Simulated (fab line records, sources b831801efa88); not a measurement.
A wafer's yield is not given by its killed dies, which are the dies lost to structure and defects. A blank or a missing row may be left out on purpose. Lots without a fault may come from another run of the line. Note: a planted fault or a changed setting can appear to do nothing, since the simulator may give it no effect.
A single fault, viewed from 2 desks :: flow gf180mcu :: each desk has only its own numbers; what lay behind them comes last

## FOR THE TOOL OWNER'S DESK: rie diel-04
The tool's own readings at GF_HV_LDD_ETCHBACK_58 (etches Si3N4 in CH3F/O2, stops on SiO2, time 100 s, target depth 90 nm): means of the sampled wafers that have a number, for each lot that ran on this tool. Marked OUT: a lot whose mean sits more than 4 standard deviations from the usual mean, which makes it out of limits; the brackets give that distance.
Columns: A = bias w at GF_HV_LDD_ETCHBACK_58, usual 79.96 W; B = drypump motor current A at GF_HV_LDD_ETCHBACK_58, usual 5.6 A; C = oes product au at GF_HV_LDD_ETCHBACK_58, usual 0.844 a.u.; D = throttle valve pct at GF_HV_LDD_ETCHBACK_58, usual 10.562 %
lot: L325
first seen here: day 12 07:29
A: 79.97
B: 5.7
C: 0.842
D: 10.559

lot: L329
first seen here: day 13 17:20
A: 79.88
B: 5.2
C: 0.840
D: 10.558

lot: L338
first seen here: day 16 20:05
A: 81.55 (+6.3) OUT
B: 5.4
C: 0.841
D: 10.571

lot: L339
first seen here: day 17 03:55
A: 81.43 (+5.9) OUT
B: 5.5
C: 0.850
D: 10.556
This desk finds L338, L339 out of limits, L338 being first, at day 16 20:05 (bias w at GF_HV_LDD_ETCHBACK_58). L325, L329 stayed within limits.

## AT THE METROLOGY DESK
Means of the sampled wafers that have a number, per lot and without regard to the tool the lot ran on: this is what the gauges read. Marked OUT: a lot whose mean sits more than 4 standard deviations from the usual mean, which makes it out of limits; the brackets give that distance.
Columns: A = HV_LDD_3_TW at GF_HV_LDD_TW_MEAS_38, usual 1439; B = HV_LDD_CVD_54_THK at GF_HV_LDD_THK_MEAS_55, usual 10.00 nm
lot: L325
first seen here: day 11 07:46
A: 1445
B: 10.10

lot: L327
first seen here: day 12 03:19
A: 1440
B: 10.05

lot: L328
first seen here: day 12 10:55
A: 1433
B: 9.80

lot: L329
first seen here: day 12 17:40
A: 1436
B: 9.88

lot: L330
first seen here: day 13 06:47
A: 1434
B: 10.07

lot: L331
first seen here: day 13 08:44
A: 1451
B: 9.95

lot: L338
first seen here: day 15 18:22
A: 1453
B: 9.95

lot: L339
first seen here: day 16 02:31
A: 1426
B: 10.09

lot: L340
first seen here: day 16 16:11
A: 1447
B: 9.85

lot: L343
first seen here: day 17 16:10
A: 1441
B: 10.04

lot: L346
first seen here: day 18 13:06
A: 1442
B: 9.94

lot: L347
first seen here: day 18 22:01
A: 1444
B: 9.90

lot: L348
first seen here: day 19 08:13
A: 1429
B: 9.94
Finding of this desk: none of the 13 lots has anything out of limits.

## ALL TOGETHER
On L338, L339, at day 16 20:05, an alarm was possible from the tool owner's desk.
The metrology desk saw nothing out of limits.
The metrology desk has L338, L339 on record, within its limits.
On rie diel-04, each named lot ran GF_HV_LDD_ETCHBACK_58.

## WHAT THE SIMULATOR PUT IN
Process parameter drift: rie diel-04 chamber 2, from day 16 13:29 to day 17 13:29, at GF_HV_LDD_ETCHBACK_58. Setting bias w shifted by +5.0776 from 80. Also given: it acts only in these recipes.
Struck lots among those shown: L338, L339.
How many hours passed from the start of the fault until each desk's first out-of-limits reading: the tool owner's desk, 7.
